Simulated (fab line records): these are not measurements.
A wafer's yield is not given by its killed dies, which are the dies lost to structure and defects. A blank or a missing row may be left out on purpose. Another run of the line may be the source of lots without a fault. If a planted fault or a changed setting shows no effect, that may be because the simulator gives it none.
Which of the tools did it? ; flow gf180mcu ; Sampling: 15 lots, 45 wafers, 4 of 602 route steps

## WHAT THE GAUGES READ, wafer by wafer
No reading from a measuring or inspecting step in the record can be judged against a usual standard deviation.

## WHAT TOOL EACH LOT RAN ON (gives the tool, then ch and the chambers of the sampled wafers, and finally the start)
lot;GF_HV_LDD_RTA_52;GF_HV_LDD_ETCHBACK_58;GF_SAB_EXPOSE_06;GF_CONTACT_CVD_02
L285;rtpAnneal-01 ch 0, day 12 05:48;rieDiel-03 ch 0,1,2, day 12 15:09;ilineStepper-02 ch 0, day 14 19:29;pecvd-03 ch 0,1, day 15 07:18
L286;rtpAnneal-02 ch 0, day 12 18:23;rieDiel-04 ch 1,2,3, day 12 21:08;ilineStepper-02 ch 0, day 15 01:42;pecvd-04 ch 0,1,2, day 15 13:42
L287;rtpAnneal-02 ch 0, day 13 03:51;rieDiel-01 ch 0,2,3, day 13 07:03;ilineStepper-01 ch 0, day 15 13:13;pecvd-03 ch 0,1,2, day 16 00:57
L290;rtpAnneal-02 ch 0, day 13 21:08;rieDiel-03 ch 1,2,3, day 14 00:01;ilineStepper-02, day 16 06:52;-
L291;rtpAnneal-02 ch 0, day 14 05:50;rieDiel-03 ch 0,2,3, day 14 08:36;ilineStepper-01, day 16 15:33;-
L292;rtpAnneal-02 ch 0, day 14 11:52;rieDiel-01 ch 1,2,3, day 14 14:37;ilineStepper-01, day 16 21:11;-
L297;rtpAnneal-01 ch 0, day 16 05:24;rieDiel-01 ch 0,1,3, day 16 08:08;ilineStepper-01 ch 0, day 18 19:37;pecvd-03 ch 0,1,2, day 19 08:40
L298;rtpAnneal-01 ch 0, day 16 15:17;rieDiel-03 ch 1,2,3, day 16 18:03;ilineStepper-02 ch 0, day 19 05:31;pecvd-04 ch 0,2, day 19 18:29
L299;rtpAnneal-02 ch 0, day 16 21:23;rieDiel-04 ch 0,1,2, day 17 00:08;ilineStepper-02 ch 0, day 19 12:07;pecvd-02 ch 0,2, day 20 00:25
L300;rtpAnneal-01 ch 0, day 17 03:41;rieDiel-03 ch 0,2,3, day 17 06:26;ilineStepper-02 ch 0, day 19 18:58;pecvd-02 ch 0,1,2, day 20 07:57
L301;rtpAnneal-01 ch 0, day 17 10:07;rieDiel-01 ch 1,2, day 17 12:56;ilineStepper-02 ch 0, day 20 01:03;pecvd-03 ch 0,2, day 20 14:13
L303;rtpAnneal-01 ch 0, day 18 12:04;rieDiel-04 ch 0,3, day 18 14:48;ilineStepper-01 ch 0, day 21 03:09;pecvd-03 ch 0,1,2, day 21 16:11
L304;rtpAnneal-01 ch 0, day 18 16:33;rieDiel-04 ch 1,2,3, day 18 19:18;ilineStepper-02 ch 0, day 21 07:58;pecvd-03 ch 0,1,2, day 21 20:53
L305;rtpAnneal-01 ch 0, day 19 10:38;rieDiel-04 ch 1,2,3, day 19 14:43;ilineStepper-01 ch 0, day 22 02:18;pecvd-02 ch 0,1,2, day 22 14:34
L306;rtpAnneal-01 ch 0, day 20 02:26;rieDiel-03 ch 1,2, day 20 05:12;ilineStepper-01 ch 0, day 22 16:56;pecvd-04 ch 0,1,2, day 23 04:26
- GF_HV_LDD_RTA_52: time 10.53 s.
- GF_HV_LDD_ETCHBACK_58: etches Si3N4 in CH3F/O2, stops on SiO2, time 100 s, target depth 90 nm.
- GF_SAB_EXPOSE_06: exposes mask SAB, target cd 420 nm.
- GF_CONTACT_CVD_02: deposits SiO2 from TEOS, target thk 860 nm, time 95.992 s.

## WHAT THE TOOLS THEMSELVES READ (means of the sampled wafers that have a number; where no wafer has one, the mark that the record gives instead)
GF_HV_LDD_RTA_52.
lot;tool;lampPowerPct (%);wafer_temp_C_max
L285;rtpAnneal-01;33.2;1005.4
L286;rtpAnneal-02;30.9;1006.6
L287;rtpAnneal-02;30.9;1007.0
L290;rtpAnneal-02;30.9;1006.4
L291;rtpAnneal-02;30.9;1006.3
L292;rtpAnneal-02;30.9;1005.0
L297;rtpAnneal-01;33.2;1005.2
L298;rtpAnneal-01;33.2;1005.4
L299;rtpAnneal-02;30.9;1006.7
L300;rtpAnneal-01;33.2;1004.8
L301;rtpAnneal-01;33.2;1005.1
L303;rtpAnneal-01;33.2;1005.3
L304;rtpAnneal-01;33.2;1004.5
L305;rtpAnneal-01;33.2;1006.0
L306;rtpAnneal-01;33.2;1005.3

GF_HV_LDD_ETCHBACK_58.
lot;tool;drypumpMotorCurrentA (A);oesProductAu (a.u.);throttleValvePct (%)
L285;rieDiel-03;5.9;0.840;10.556
L286;rieDiel-04;5.2;0.842;10.576
L287;rieDiel-01;5.6;0.841;10.561
L290;rieDiel-03;6.0;0.840;10.551
L291;rieDiel-03;6.1;0.838;10.561
L292;rieDiel-01;5.8;0.842;10.558
L297;rieDiel-01;5.4;0.838;10.571
L298;rieDiel-03;6.0;0.847;10.568
L299;rieDiel-04;5.3;0.849;10.559
L300;rieDiel-03;6.1;0.853;10.566
L301;rieDiel-01;5.5;0.847;10.565
L303;rieDiel-04;5.7;0.847;10.560
L304;rieDiel-04;5.2;0.848;10.567
L305;rieDiel-04;5.2;0.840;10.558
L306;rieDiel-03;5.8;0.842;10.568

GF_SAB_EXPOSE_06.
lot;tool;exposureDoseMJCm2;focusOffsetNm (nm);stageVelMmS (mm/s)
L285;ilineStepper-02;139.94;0.3;500.25
L286;ilineStepper-02;139.99;-0.5;499.92
L287;ilineStepper-01;139.93;0.3;500.01
L290;ilineStepper-02;-;-;-
L291;ilineStepper-01;-;-;-
L292;ilineStepper-01;-;-;-
L297;ilineStepper-01;139.78;-0.0;500.04
L298;ilineStepper-02;139.84;0.3;500.20
L299;ilineStepper-02;140.00;-0.0;499.96
L300;ilineStepper-02;139.74;0.6;500.47
L301;ilineStepper-02;139.83;0.5;500.07
L303;ilineStepper-01;139.87;0.1;500.18
L304;ilineStepper-02;139.97;0.3;500.12
L305;ilineStepper-01;139.79;0.6;499.88
L306;ilineStepper-01;139.96;0.1;500.30

GF_CONTACT_CVD_02.
lot;tool;heaterPowerW (W)
L285;pecvd-03;643
L286;pecvd-04;684
L287;pecvd-03;616
L297;pecvd-03;566
L298;pecvd-04;585
L299;pecvd-02;714
L300;pecvd-02;764
L301;pecvd-03;609
L303;pecvd-03;600
L304;pecvd-03;607
L305;pecvd-02;728
L306;pecvd-04;687

## THE ANSWER, worked out from the rows above alone
Rule: what is usual is taken from the lots themselves. Put in order of their means at a reading, lots are off if they are a third of the lots or fewer, leave a main group of 4 or more, and stand apart from it by a gap of 3 or more times the standard deviation of the main group's means; of several such gaps the widest counts. A main group is skipped when, at the precision printed for the reading in the tables above, its means are all equal. A lot without any number at a reading at which 4 lots or more have one is off too. Any other lot the step has rows for is counted as sound. The gauges are gone through in route order, then the tools' own readings, and for those a lot's mean is taken as printed above. The first step at which some lot is off is used, and at that step the reading that is off furthest; a lot without a number counts as furthest.
Off, at GF_SAB_EXPOSE_06 on exposureDoseMJCm2: L290, L291, L292. Without a number there: L290, L291, L292. Main group: mean 139.89, sd 0.086.
If a tool, at that step or one of the process steps before it, ran each lot that is off and ran no sound lot following the first of them, it fits. None of those tried fits.

## WHAT THE SIMULATOR HAD INSERTED
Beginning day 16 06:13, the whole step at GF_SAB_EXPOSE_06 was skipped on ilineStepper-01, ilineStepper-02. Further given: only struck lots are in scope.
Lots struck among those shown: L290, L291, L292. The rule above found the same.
